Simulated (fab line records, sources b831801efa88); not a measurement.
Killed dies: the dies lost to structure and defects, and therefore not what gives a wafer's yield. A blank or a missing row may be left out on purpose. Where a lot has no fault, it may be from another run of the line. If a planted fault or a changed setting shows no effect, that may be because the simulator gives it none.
What tool caused it? ; flow gf180mcu ; Sampling: 15 lots, 45 wafers, 4 of 602 route steps

WHAT THE GAUGES SHOWED, per wafer
GF_M5_CD_MEAS_07 targets a cd of 280 nm. Usual: cd nm 279.4 nm, standard deviation 0.91.
lot;measured;on;cd nm (nm);flag
L171;day 26 03:32;cd sem-01;279.6 279.8 278.9;
L172;day 26 11:01;cd sem-02;278.1 278.7 278.4;
L173;day 26 13:38;cd sem-02;279.7 278.7 280.4;
L177;day 28 04:14;cd sem-01;280.4 281.4 280.1;
L180;day 29 07:35;cd sem-01;279.6 279.6 280.7;
L179;day 29 08:59;cd sem-02;278.6 278.3 278.4;
L181;day 29 21:58;cd sem-01;279.1 280.4 279.3;
L182;day 30 02:19;cd sem-02;279.5 278.9 278.9;
L185;day 30 09:59;cd sem-02;- - -;OFF
L184;day 30 10:22;cd sem-02;- - -;OFF
L188;day 31 00:31;cd sem-01;- - -;OFF
L191;day 31 15:56;cd sem-02;279.9 280.0 279.1;
L192;day 32 00:16;cd sem-02;278.8 279.4 279.0;
L193;day 32 04:28;cd sem-01;280.1 279.4 280.1;
L194;day 32 11:22;cd sem-02;278.3 278.6 277.5;

WHAT TOOL EACH LOT RAN ON (gives the tool, then ch and the chambers of the sampled wafers, and finally the start)
lot;GF_V4_CMP_26;GF_MIM_SPUTTER_09;GF_M5_EXPOSE_04
L171;cmp-01 ch 1,2,3, day 24 08:26;pvd sputter-04, day 24 09:04;krf scanner-01 ch 0, day 25 18:05
L172;cmp-01 ch 0,2,3, day 24 16:39;pvd sputter-01, day 24 17:20;krf scanner-02 ch 0, day 26 01:25
L173;cmp-01 ch 1,2,3, day 24 19:23;pvd sputter-01, day 24 20:04;krf scanner-02 ch 0, day 26 03:01
L177;cmp-01 ch 2,3, day 26 11:55;pvd sputter-02, day 26 12:33;krf scanner-01 ch 0, day 27 18:52
L180;cmp-01 ch 0,1,2, day 27 16:31;pvd sputter-04, day 27 17:13;krf scanner-02 ch 0, day 28 21:40
L179;cmp-02 ch 0,1,2, day 27 17:53;pvd sputter-04, day 27 18:34;krf scanner-01 ch 0, day 28 23:35
L181;cmp-02 ch 0,1,2, day 28 07:44;pvd sputter-04, day 28 08:16;krf scanner-02 ch 0, day 29 13:00
L182;cmp-01 ch 2,3, day 28 12:11;pvd sputter-04, day 28 12:52;krf scanner-02 ch 0, day 29 16:25
L185;cmp-01 ch 1,2,3, day 28 19:05;pvd sputter-04, day 28 19:46;krf scanner-02, day 30 01:29
L184;cmp-02 ch 0,1,3, day 28 19:26;pvd sputter-01, day 28 20:07;krf scanner-02, day 30 01:57
L188;cmp-02 ch 2,3, day 29 10:26;pvd sputter-01, day 29 11:04;krf scanner-01, day 30 15:19
L191;cmp-02 ch 0,1,3, day 30 04:02;pvd sputter-02, day 30 04:37;krf scanner-01 ch 0, day 31 07:05
L192;cmp-01 ch 2,3, day 30 11:47;pvd sputter-01, day 30 12:25;krf scanner-01 ch 0, day 31 16:05
L193;cmp-02 ch 0,1,2, day 30 16:36;pvd sputter-01, day 30 17:17;krf scanner-01 ch 0, day 31 20:32
L194;cmp-01 ch 0,2, day 30 23:45;pvd sputter-04, day 31 00:23;krf scanner-02 ch 0, day 32 02:49
- GF_V4_CMP_26: polishes, stops on SiO2, t overpolish 15 s, target thk 0 nm.
- GF_MIM_SPUTTER_09: material TiN, target thk 35 nm, time 29.2 s.
- GF_M5_EXPOSE_04: exposes mask Metal5, target cd 280 nm.

AS READ BY THE TOOLS THEMSELVES (means over the sampled wafers that have a number; for cases with no such wafer, the mark the record gives instead)
GF_V4_CMP_26. Usual: motor current A 10.8 A, standard deviation 0.87; overpolish run s 14.999 s, standard deviation 0.0091; time to endpoint s 86 s, standard deviation 4.3.
lot;tool;motor current A (A);overpolish run s (s);time to endpoint s (s);flag
L171;cmp-01;10.9;14.994;89;
L172;cmp-01;11.0;14.995;82;
L173;cmp-01;11.0;14.995;90;
L177;cmp-01;11.0;15.006;86;
L180;cmp-01;11.3;14.994;87;
L179;cmp-02;10.4;15.001;88;
L181;cmp-02;10.2;15.003;83;
L182;cmp-01;10.9;14.997;88;
L185;cmp-01;10.8;14.999;88;
L184;cmp-02;10.8;14.995;84;
L188;cmp-02;10.5;15.000;85;
L191;cmp-02;11.0;14.995;85;
L192;cmp-01;10.4;15.006;86;
L193;cmp-02;10.2;14.994;83;
L194;cmp-01;11.3;14.992;83;

GF_MIM_SPUTTER_09. Usual: throttle valve pct 30.0 %, standard deviation 1.1.
lot;tool;throttle valve pct (%);flag
L171;pvd sputter-04;29.5;
L172;pvd sputter-01;30.7;
L173;pvd sputter-01;31.1;
L177;pvd sputter-02;29.2;
L180;pvd sputter-04;29.6;
L179;pvd sputter-04;29.3;
L181;pvd sputter-04;29.6;
L182;pvd sputter-04;29.5;
L185;pvd sputter-04;29.3;
L184;pvd sputter-01;31.0;
L188;pvd sputter-01;30.4;
L191;pvd sputter-02;29.1;
L192;pvd sputter-01;31.2;
L193;pvd sputter-01;31.3;
L194;pvd sputter-04;29.2;

GF_M5_EXPOSE_04. Usual: exposure dose mJ cm2 28.19, standard deviation 0.27; focus offset nm -0.1 nm, standard deviation 0.55; reticle temp C 22.99 C, standard deviation 0.1.
lot;tool;exposure dose mJ cm2;focus offset nm (nm);reticle temp C (C);flag
L171;krf scanner-01;27.95;-0.4;22.93;
L172;krf scanner-02;28.53;0.2;22.97;
L173;krf scanner-02;28.55;0.7;22.95;
L177;krf scanner-01;27.96;-0.2;22.97;
L180;krf scanner-02;28.55;-0.2;22.93;
L179;krf scanner-01;27.99;-0.0;22.93;
L181;krf scanner-02;28.55;-0.2;23.01;
L182;krf scanner-02;28.52;0.6;23.05;
L185;krf scanner-02;-;-;-;OFF
L184;krf scanner-02;-;-;-;OFF
L188;krf scanner-01;-;-;-;OFF
L191;krf scanner-01;27.98;-0.1;23.05;
L192;krf scanner-01;27.97;-0.4;23.09;
L193;krf scanner-01;27.96;-0.3;23.12;
L194;krf scanner-02;28.56;-0.3;23.01;

THE ANSWER, worked out from the rows above alone
Rule: take the mean of a lot's wafers that have a number; if it is more than 3 standard deviations from the usual mean, the lot is off. Also off: a lot with no number at a reading for which 4 or more lots have one. The other lots that the step has rows for count as sound. After the gauges, taken in route order, come the tools' own readings; for these a lot's mean is taken, as printed above. The first step at which some lot is off is used, and at that step the reading that is off furthest; a lot without a number counts as furthest.
Off: L185, L184, L188, at GF_M5_CD_MEAS_07 (cd nm). Without a number there: L185, L184, L188.
A tool fits if, at a process step before that reading, it ran every lot that is off, and no sound lot after the first of them. The gauges at GF_M5_CD_MEAS_07 aren't tried: what is off there is off at GF_M5_EXPOSE_04 too, on other tools, and a gauge's error can't cause that. Of those tried, none fits.

WHAT THE SIMULATOR HAD PUT IN
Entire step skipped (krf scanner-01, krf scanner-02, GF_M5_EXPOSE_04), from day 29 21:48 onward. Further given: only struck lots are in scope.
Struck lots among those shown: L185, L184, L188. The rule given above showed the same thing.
